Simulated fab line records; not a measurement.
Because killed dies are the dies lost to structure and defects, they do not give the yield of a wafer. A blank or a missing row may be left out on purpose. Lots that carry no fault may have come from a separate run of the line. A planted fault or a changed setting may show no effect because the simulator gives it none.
Matching of chambers    flow sky130    SKY_METAL3_ETCH_17 on rie-diel-01: 4 sister chambers
The step etches SiO2 in C4F8/O2/Ar, stops on TiN, time 3.9 s, target depth 15 nm. 4 wafers are shown with their chamber, then 7 later ones without.

EACH WAFER AND ITS CHAMBER
wafer   chamber  oes-product-au (a.u.)
L076.5  1        0.747
L080.1  3        0.747
L085.3  0        0.759
L085.5  2        0.754

WAFERS WITHOUT THEIR CHAMBER
wafer   oes-product-au (a.u.)
L085.6  0.743
L086.1  0.758
L086.2  0.761
L086.4  0.768
L092.1  0.753
L092.3  0.753
L092.5  0.769

EACH ONE'S CHAMBER
wafer   from the rows above                in truth
L085.6  can't be placed: 1 or 3 or 2       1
L086.1  can't be placed: 0 or 2 or 1 or 3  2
L086.2  can't be placed: 0 or 2            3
L086.4  can't be placed: 0 or 2            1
L092.1  can't be placed: 2 or 0 or 1 or 3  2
L092.3  can't be placed: 2 or 0 or 1 or 3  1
L092.5  can't be placed: 0 or 2            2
Placed correctly: 0 of 7. Unplaceable from these rows: 7, with the true chamber sitting among the candidates in 5. Number placed wrongly: 0.
How it was worked out, from the rows above alone: a wafer's distance from a chamber is the root of the sum, over the readings, of the square of ((its reading less the chamber's mean) divided by the reading's scatter). If the next closest chamber is less than 2 further off than the closest, the wafer can't be placed; otherwise it belongs to the closest. For every chamber, the mean is computed from those of its wafers that are shown. The scatter: root of mean squared gap, hidden wafer to nearest shown wafer, with one shown wafer a chamber.
